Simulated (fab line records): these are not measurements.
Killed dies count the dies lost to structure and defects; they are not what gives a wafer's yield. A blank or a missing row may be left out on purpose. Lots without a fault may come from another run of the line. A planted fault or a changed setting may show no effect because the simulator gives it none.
8D (eight disciplines) problem report, filled in by code | flow gf180mcu | the parts of the form that need people (team, actions taken, sign-off) are left out

## 1. THE PROBLEM
CONTACT_W_RS at GF_CONTACT_RS_MEAS_25 reads a mean of 0.472 ohm/sq on 3 wafers of 2 lots; wafers without a fault read 0.382 ohm/sq with a standard deviation of 0.0053. That puts it +17 standard deviations away from the usual mean.
The step: measures by four-point-probe.
First observed at day 21 09:17: wafer L406.2, on film-metro-02. At this step, 33 wafers from 11 lots have a number in the record. By rule, "out" or "out of limits" means more than 4 standard deviations away from the usual mean. Any other wafer with a number is counted as sound.

## 2. WHAT IT IS; WHAT IT IS NOT
question                    | is                     | is not
which readings at this step | CONTACT_W_RS           | -
which lots                  | L406, L407             | L392, L395, L398, L401, L403, L412, L413, L414, L415
which wafers of those lots  | L406.2, L406.6, L407.5 | L406.4, L407.1, L407.4
read on which gauges        | film-metro-02          | film-metro-01, film-metro-04
when                        | from day 21 09:17      | up to then (16 sound wafers); but 14 sound wafers of L407, L412, L413, L414, L415 came after

## 3. SUSPECTS, AND WHAT RULES EACH OUT
Counting: any tool at a process step up to the reading remains a suspect provided it ran every lot that is out. Sound lots after the first of them don't rule it out here, since some wafers of a struck lot are sound.
- the gauge at GF_CONTACT_RS_MEAS_25: ruled out. All the wafers that are out were read on film-metro-02, but those of them that GF_CONTACT_CVD_24 has rows for are out there too, on other tools.
- cvd-w-02 at GF_CONTACT_CVD_24 (deposits W, target thk 300 nm, time 90.339 s): kept. Ran every lot that is out, first one L406 (day 21 09:10); last sound lot up to then L398 (day 18 11:07). Its own readings are out on those wafers: susceptor-temp-C.
- Within cvd-w-02 at GF_CONTACT_CVD_24, the wafers that are out were processed in chamber 0 and their sound lot-mates in chamber 1.
After counting, what remains is cvd-w-02 at GF_CONTACT_CVD_24.

## 4. THE CAUSE (what the simulator had put in)
cvd-w-02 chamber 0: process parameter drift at GF_CONTACT_CVD_24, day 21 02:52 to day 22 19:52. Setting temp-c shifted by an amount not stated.
The count eliminated every tool but this one.

## 5. SEQUENCE OF EFFECTS, ordered by route
Rows list readings where the struck wafers' mean (over those with a number) sits beyond 3 standard deviations from the usual. Only readings for which the record gives a usual standard deviation are gone through. hours: the time from each lot's start at the first step in this table that gives one to its start at this step, as a median over the lots. sigmas: the change in usual standard deviations.
hours | step                   | reading              | usual        | on struck wafers | change | sigmas
0     | GF_CONTACT_CVD_24      | heater-power-outer-w | 498 W        | 439              | -59    | -3.1
0     | GF_CONTACT_CVD_24      | heater-power-w       | 825 W        | 734              | -91    | -3.2
0     | GF_CONTACT_CVD_24      | susceptor-temp-C     | 400.00 C     | 388.56           | -11.44 | -48
0     | GF_CONTACT_RS_MEAS_25  | CONTACT_W_RS         | 0.382 ohm/sq | 0.472            | +0.090 | +17
5     | GF_CONTACT_THK_MEAS_26 | CONTACT_W_THK        | 309 nm       | 250              | -59    | -13
10    | GF_CONTACT_CMP_27      | time-to-endpoint-s   | 74 s         | 58               | -16    | -4.2
Its process steps:
- GF_CONTACT_CVD_24: deposits W, target thk 300 nm, time 90.339 s.
- GF_CONTACT_CMP_27: polishes, stops on SiO2, t overpolish 15 s, target thk 0 nm.

## 6. HOW IT WOULD HAVE BEEN CAUGHT EARLIER
6 hours passed between the start of the fault at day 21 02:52 and the first reading out of limits at a measuring or inspecting step in this record, taken at day 21 09:17.
At GF_CONTACT_CVD_24, the tool's own readings (susceptor-temp-C) were out on each struck wafer the step has a row for, so an alarm limit on them would have fired on the first such wafer.
Of the lots that are out (2), L407 began GF_CONTACT_CVD_24 on cvd-w-02 after day 21 09:17. A tool hold placed at that time would have kept it from harm.
